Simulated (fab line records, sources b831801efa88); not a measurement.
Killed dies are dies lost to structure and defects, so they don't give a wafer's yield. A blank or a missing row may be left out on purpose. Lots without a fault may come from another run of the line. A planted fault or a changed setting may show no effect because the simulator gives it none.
A struck lot beside a sound one | flow sky130 | 38 steps out of a route of 708
Sound: wafers L979.1, L979.4, L979.6. Struck: wafers L972.1, L972.2, L972.3. The cause comes at the end.
At each step with rows: each side's tool, then ch and its chambers, then its first start. Under that, the readings that differ: sound wafers | struck wafers | difference of the means | sigmas: that difference in standard deviations of wafers without a fault.
alike: readings whose means differ by less than 2 such deviations, and words and numbers that are the same on both sides. not compared: withheld readings, readings that some wafer has no value for, bounds like >300 that may hide the same value, and numbers for which the record gives no deviation and whose values overlap.
The two part at a step that has a row with sigmas, a row that says differs or no value, or rows on one side only. Numbers that don't overlap but have no deviation are shown without sigmas and don't part them. A reading that every wafer of one side lacks parts them only if that side has two wafers or more.

first, 9 steps without rows for these wafers: SKY_VIA2_SPUTTER_20 (material TiN, target thk 20 nm, time 80 s); SKY_VIA2_CVD_21 (deposits W, target thk 420 nm, time 126.4 s); SKY_VIA2_CMP_24 (polishes, stops on SiO2, t overpolish 20 s, target thk 0 nm); SKY_METAL3_SPUTTER_00 (material Ti, target thk 15 nm, time 10 s); SKY_METAL3_SPUTTER_01 (material TiN, target thk 20 nm, time 16.7 s); SKY_METAL3_SPUTTER_02 (material AlCu, target thk 735 nm, time 39.1 s); SKY_METAL3_SPUTTER_03 (material Ti, target thk 5 nm, time 3.3 s); SKY_METAL3_SPUTTER_04 (material TiN, target thk 70 nm, time 58.3 s); SKY_CAPM_CVD_00 (deposits SiO2, target thk 15.5 nm).
SKY_CAPM_SPUTTER_02: material TiN, target thk 200 nm, time 166.7 s.
  sound on pvd_sputter-03, day 41 17:19; struck on pvd_sputter-04, day 39 12:31
  reading                                  | sound                | struck               | difference | sigmas
  cathode_dc_power_W (W)                   | 6500.3 6501.0 6498.1 | 6204.0 6203.8 6204.8 | -295.6     | -99 or more
  model.TiN_of_CAPM_SPUTTER_02.thk_nm (nm) | 198.3 196.8 197.9    | 192.2 189.8 189.8    | -7.1       |
  alike: throttle_valve_pct
SKY_CAPM_RS_MEAS_03: measures by four-point-probe.
  sound on film_metro-03, day 41 17:26; struck on film_metro-02, day 39 12:38
  reading              | sound          | struck         | difference | sigmas
  CAPM_TIN_RS (ohm/sq) | 6.96 7.01 6.98 | 7.19 7.28 7.29 | +0.27      | +4
SKY_CAPM_THK_MEAS_04: measures by xrf.
  sound on film_metro-03, day 41 17:33; struck on film_metro-02, day 39 12:45
  reading           | sound             | struck            | difference | sigmas
  CAPM_TIN_THK (nm) | 198.3 196.6 197.6 | 191.5 189.8 190.1 | -7.0       | -3
then, 7 steps without rows for these wafers: SKY_CAPM_DEHYDRATE_05 (time 60 s); SKY_CAPM_HMDS_06 (prime time 60 s); SKY_CAPM_COAT_07 (resist thk 1140 nm); SKY_CAPM_SOFTBAKE_08 (time 60 s); SKY_CAPM_EXPOSE_09 (exposes mask CAPM, target cd 1000 nm); SKY_CAPM_PEB_10; SKY_CAPM_DEVELOP_11 (develop time 60 s).
SKY_CAPM_METAL_ETCH_13: etches TiN in Cl2/BCl3, stops on SiO2, target depth 220 nm, time 62.9 s.
  sound on rie_metal-04 ch 0,1, day 42 17:35; struck on rie_metal-02 ch 0,1, day 40 13:25
  reading                          | sound             | struck            | difference | sigmas
  oes_product_au (a.u.)            | 0.934 0.928 0.938 | 0.923 0.919 0.911 | -0.016     | -2
  model.etch.depth_nm (nm)         | 198.3 196.8 197.9 | 192.2 189.8 189.8 | -7.1       |
  model.CAPM.feature_depth_nm (nm) | 198.3 196.8 197.9 | 192.2 189.8 189.8 | -7.1       |
  alike: drypump_motor_current_A, rf_fwd_power_W, throttle_valve_pct
  not compared: rf_hours_counter_h
then, 16 steps without rows for these wafers: SKY_CAPM_STRIP_14 (strips in O2/N2); SKY_CAPM_STRIP_15 (strips in post etch residue remover, time 1200 s); SKY_CAPM_CLEAN_16 (cleans in IPA, time 180 s); SKY_CAPM_CLEAN_17 (cleans in O3/DIW); SKY_METAL3_DEHYDRATE_05 (time 60 s); SKY_METAL3_HMDS_06 (prime time 60 s); SKY_METAL3_COAT_07 (resist thk 60 nm); SKY_METAL3_COAT_08 (resist thk 1140 nm); SKY_METAL3_SOFTBAKE_09 (time 90 s); SKY_METAL3_EXPOSE_10 (exposes mask MM3, target cd 300 nm); SKY_METAL3_PEB_11; SKY_METAL3_DEVELOP_12 (develop time 60 s); SKY_METAL3_DESCUM_15 (chemistry O2, time 8 s); SKY_METAL3_ETCH_16 (etches BARC in N2/H2, stops on SiO2, time 88.2 s, target depth 60 nm); SKY_METAL3_ETCH_17 (etches SiO2 in C4F8/O2/Ar, stops on TiN, time 3.9 s, target depth 15 nm); SKY_METAL3_METAL_ETCH_18 (etches the open film in Cl2/BCl3, stops on SiO2, target depth 845 nm, time 183.1 s).
SKY_METAL3_STRIP_20: strips in post etch residue remover, time 1200 s.
  sound on wet_bench-01 ch 1, day 43 17:58; struck on wet_bench-01 ch 1, day 41 15:19
  reading                                  | sound         | struck          | difference | sigmas
  model.TiN_of_CAPM_SPUTTER_02.thk_nm (nm) | 197.5 196 197 | 191.4 189 188.9 | -7.1       |
-- the record jumps here: 7 days lie between the struck wafers' starts before and after (it left off in module METAL3 and takes up again in module PAD_OPEN, whose first step shown is number 708 of the route) --
SKY_PAD_OPEN_PROBE_99:
  sound on prober-01, day 50 00:53; struck on prober-02, day 48 09:12
  reading                          | sound             | struck           | difference | sigmas
  model.etest.cap_mim.plate_ohm_sq | 6.029 6.133 6.051 | 6.228 6.25 6.359 | +0.208     |
  alike: defect_limited_yield, killed_at_M0_to_M3, killed_at_M4_up, killed_at_contacts, killed_at_front_end, killed_at_other, killed_dies, killed_open, killed_short, sort_bin_3_pad_short, sort_bin_5_function, sort_bin_6_memory, sort_n_pass, sort_yield_pct

WHERE THEY PART
First at SKY_CAPM_SPUTTER_02; last, within this record, at SKY_CAPM_METAL_ETCH_13. Later steps at which nothing parts them and some readings are alike: SKY_PAD_OPEN_PROBE_99.

WHY: what the simulator had put in
Process parameter drift: pvd_sputter-04, from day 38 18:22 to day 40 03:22, at SKY_CAPM_SPUTTER_02. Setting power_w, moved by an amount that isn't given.
